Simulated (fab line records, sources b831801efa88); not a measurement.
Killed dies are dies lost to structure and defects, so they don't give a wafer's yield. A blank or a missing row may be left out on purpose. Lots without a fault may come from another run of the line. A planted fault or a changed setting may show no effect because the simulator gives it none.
A struck lot beside a sound one | flow gf180mcu | 16 steps out of a route of 602
Sound: wafers L909.2, L909.3, L909.6. Struck: wafers L912.2, L912.3, L912.4. The cause comes at the end.
At each step with rows: each side's tool, then ch and its chambers, then its first start. Under that, the readings that differ: sound wafers | struck wafers | difference of the means | sigmas: that difference in standard deviations of wafers without a fault.
alike: readings whose means differ by less than 2 such deviations, and words and numbers that are the same on both sides. not compared: withheld readings, readings that some wafer has no value for, bounds like >300 that may hide the same value, and numbers for which the record gives no deviation and whose values overlap.
The two part at a step that has a row with sigmas, a row that says differs or no value, or rows on one side only. Numbers that don't overlap but have no deviation are shown without sigmas and don't part them. A reading that every wafer of one side lacks parts them only if that side has two wafers or more.

first, 6 steps without rows for these wafers: GF_M2_HMDS_08 (prime time 60 s); GF_M2_COAT_09 (resist thk 1000 nm); GF_M2_SOFTBAKE_10 (time 60 s); GF_M2_EXPOSE_11 (exposes mask Metal2, target cd 280 nm); GF_M2_PEB_12 (peb time 90 s); GF_M2_DEVELOP_13 (develop time 60 s).
GF_M2_CD_MEAS_14: target cd 280 nm.
  sound on cd_sem-02, day 21 18:56; struck on cd_sem-01, day 22 18:20
  alike: cd_nm
GF_M2_OVL_MEAS_15:
  sound on overlay-02, day 21 19:02; struck on overlay-01, day 22 18:26
  alike: M2_OVL
GF_M2_METAL_ETCH_16: etches the open film in Cl2/BCl3, stops on SiO2, target depth 627.5 nm, time 104.6 s.
  sound on rie_metal-01 ch 0,1, day 21 19:04; struck on rie_metal-03 ch 1, day 22 18:31
  reading                     | sound       | struck      | difference | sigmas
  drypump_motor_current_A (A) | 5.3 5.3 5.4 | 6.0 6.1 6.1 | +0.7       | +2
  alike: bcl3_flow_sccm, chamber_pressure_mTorr, oes_product_au, throttle_valve_pct
  not compared: rf_hours_counter_h
GF_M2_STRIP_17: strips in O2/N2.
  sound on plasma_asher-04 ch 0,1, day 21 19:11; struck on plasma_asher-04 ch 0,1, day 22 18:41
  alike: chamber_pressure_mTorr, drypump_motor_current_A, heater_power_w, oes_product_au, strip_time_to_endpoint_s
  not compared: rf_hours_counter_h
then, 2 steps without rows for these wafers: GF_M2_STRIP_18 (strips in post etch residue remover, time 1200 s); GF_M2_CLEAN_19 (cleans in DIW).
GF_V2_CVD_00: deposits SiO2, target thk 600 nm, time 100 s.
  sound on hdpcvd-01 ch 1,2, day 21 19:49; struck on hdpcvd-01 ch 0,1,2, day 22 19:14
GF_V2_THK_MEAS_01:
  sound on film_metro-01, day 21 19:53; struck on film_metro-04, day 22 19:35
  reading            | sound       | struck      | difference | sigmas
  V2_CVD_00_THK (nm) | 598 605 608 | 512 504 518 | -92        | -14
  not compared: hold
GF_V2_CVD_02: deposits SiO2 from TEOS, target thk 850 nm, time 94.851 s.
  sound on pecvd-01 ch 0,2, day 21 19:56; struck on pecvd-01 ch 1,2, day 22 21:03
  reading | sound | struck                                                                     | difference                   | sigmas
  hold    | - - - | await_dispo/1.4h/release await_dispo/1.4h/release await_dispo/1.4h/release | no value on the sound wafers |
  alike: heater_power_w
-- the record jumps here: 9 days lie between the struck wafers' starts before and after (it left off in module V2 and takes up again in module PASSIVATION, whose first step shown is number 602 of the route) --
GF_PASSIVATION_PROBE_99:
  the record has rows for the struck wafers here (prober-01, day 31 14:44) and none for the sound ones

WHERE THEY PART
First at GF_M2_METAL_ETCH_16; last, within this record, at GF_PASSIVATION_PROBE_99.

WHY: what the simulator had put in
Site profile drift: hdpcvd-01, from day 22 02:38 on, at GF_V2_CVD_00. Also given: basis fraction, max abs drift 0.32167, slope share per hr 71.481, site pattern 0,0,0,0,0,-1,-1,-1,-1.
